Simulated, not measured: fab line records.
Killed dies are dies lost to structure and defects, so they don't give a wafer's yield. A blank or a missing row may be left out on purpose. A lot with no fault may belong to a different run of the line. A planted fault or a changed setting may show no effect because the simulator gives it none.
What tool caused it? | flow gf180mcu | 14 lots, 42 wafers sampled, at 3 steps of a route of 602

## WHAT THE GAUGES SHOWED, per wafer
GF_V2_BOW_MEAS_05.
lot  | measured     | on            | V2_BOW (um)
L805 | day 19 07:16 | film-metro-03 | 93 111 106
L806 | day 20 01:02 | film-metro-04 | 104 97 102
L807 | day 20 13:06 | film-metro-03 | 98 86 94
L808 | day 20 10:53 | film-metro-04 | 106 97 98
L810 | day 21 09:39 | film-metro-02 | 97 101 94
L817 | day 23 17:40 | film-metro-02 | 91 109 109
L821 | day 24 21:58 | film-metro-02 | 107 104 94
L822 | day 25 15:46 | film-metro-03 | 102 99 99
L824 | day 25 20:31 | film-metro-04 | 110 96 97
L825 | day 26 03:23 | film-metro-03 | 99 106 90
L826 | day 27 06:44 | film-metro-04 | 101 102 92
L828 | day 27 10:55 | film-metro-02 | 107 101 102

## TOOL THAT RAN EACH LOT (tool first, then ch and the chambers of the sampled wafers, then the start)
lot  | GF_STI_CVD_23                   | GF_M1_SPUTTER_03
L805 | hdpcvd-02 ch 0,2, day 2 03:42   | pvd-sputter-04, day 16 03:53
L806 | hdpcvd-01 ch 0,1, day 2 08:40   | pvd-sputter-04, day 16 21:01
L807 | hdpcvd-02 ch 0,1,2, day 2 13:44 | pvd-sputter-02, day 17 07:31
L808 | hdpcvd-02 ch 0,1,2, day 2 20:37 | pvd-sputter-02, day 17 05:16
L810 | hdpcvd-01 ch 0,1, day 3 05:29   | pvd-sputter-02, day 18 04:23
L812 | hdpcvd-01 ch 0,1,2, day 3 16:29 | -
L813 | hdpcvd-01 ch 0,1,2, day 3 21:26 | -
L817 | hdpcvd-01 ch 0,1,2, day 4 16:43 | pvd-sputter-01, day 20 14:00
L821 | hdpcvd-01 ch 0,1, day 5 13:45   | pvd-sputter-02, day 21 21:16
L822 | hdpcvd-01 ch 0,1,2, day 5 19:25 | pvd-sputter-01, day 22 14:53
L824 | hdpcvd-01 ch 0,1,2, day 6 05:07 | pvd-sputter-01, day 22 20:22
L825 | hdpcvd-01 ch 0,1,2, day 6 10:22 | pvd-sputter-02, day 23 06:01
L826 | hdpcvd-01 ch 1,2, day 6 19:55   | pvd-sputter-04, day 24 08:37
L828 | hdpcvd-01 ch 0,1,2, day 7 06:35 | pvd-sputter-01, day 24 14:07
- GF_STI_CVD_23: deposits SiO2, target thk 650 nm, time 108.3 s.
- GF_M1_SPUTTER_03: material Ti, target thk 10 nm, time 6.7 s.

## WHAT THE TOOLS THEMSELVES READ (means of the sampled wafers that have a number; where no wafer has one, the mark that the record gives instead)
GF_STI_CVD_23.
lot  | tool      | pressure-mtorr (mTorr) | run-length-s (s) | sih4-flow-sccm (sccm)
L805 | hdpcvd-02 | 5.997                  | 136.2            | 59.97
L806 | hdpcvd-01 | 6.007                  | 136.1            | 60.05
L807 | hdpcvd-02 | 6.001                  | 135.9            | 59.95
L808 | hdpcvd-02 | 6.009                  | 136.1            | 59.91
L810 | hdpcvd-01 | 6.007                  | 135.8            | 59.98
L812 | hdpcvd-01 | -                      | -                | -
L813 | hdpcvd-01 | -                      | -                | -
L817 | hdpcvd-01 | 5.997                  | 136.6            | 60.07
L821 | hdpcvd-01 | 5.990                  | 136.3            | 59.95
L822 | hdpcvd-01 | 5.999                  | 136.4            | 60.07
L824 | hdpcvd-01 | 5.998                  | 136.3            | 60.12
L825 | hdpcvd-01 | 5.990                  | 136.6            | 60.01
L826 | hdpcvd-01 | 6.008                  | 136.9            | 59.96
L828 | hdpcvd-01 | 6.000                  | 136.6            | 59.97

GF_M1_SPUTTER_03.
lot  | tool           | throttle-valve-pct (%)
L805 | pvd-sputter-04 | 30.6
L806 | pvd-sputter-04 | 31.4
L807 | pvd-sputter-02 | 30.8
L808 | pvd-sputter-02 | 31.0
L810 | pvd-sputter-02 | 29.8
L817 | pvd-sputter-01 | 30.1
L821 | pvd-sputter-02 | 29.8
L822 | pvd-sputter-01 | 30.2
L824 | pvd-sputter-01 | 30.4
L825 | pvd-sputter-02 | 29.7
L826 | pvd-sputter-04 | 31.3
L828 | pvd-sputter-01 | 29.9

## THE ANSWER, worked out from the rows above alone
Rule: usual is defined by the lots themselves. Put in order of their means at a reading, lots are off if they are a third of the lots or fewer, leave a main group of 4 or more, and stand apart from it by a gap of 3 or more times the standard deviation of the main group's means; of several such gaps the widest counts. A main group is skipped when, at the precision printed for the reading in the tables above, its means are all equal. Also off: a lot with no number at a reading for which 4 or more lots have one. Where the step has rows for the other lots, those lots are counted as sound. Order of review: gauges by route order, followed by the tools' own readings, for which a lot's mean as printed above is used. The first step at which some lot is off is used, and at that step the reading that is off furthest; a lot without a number counts as furthest.
Off: L812, L813, at GF_STI_CVD_23 (pressure-mtorr). Without a number there: L812, L813. The main group: mean 6.000 mTorr, standard deviation 0.0062.
If a tool, at that step or one of the process steps before it, ran each lot that is off and ran no sound lot following the first of them, it fits. No candidate that was tried fits.

## WHAT WAS PUT IN BY THE SIMULATOR
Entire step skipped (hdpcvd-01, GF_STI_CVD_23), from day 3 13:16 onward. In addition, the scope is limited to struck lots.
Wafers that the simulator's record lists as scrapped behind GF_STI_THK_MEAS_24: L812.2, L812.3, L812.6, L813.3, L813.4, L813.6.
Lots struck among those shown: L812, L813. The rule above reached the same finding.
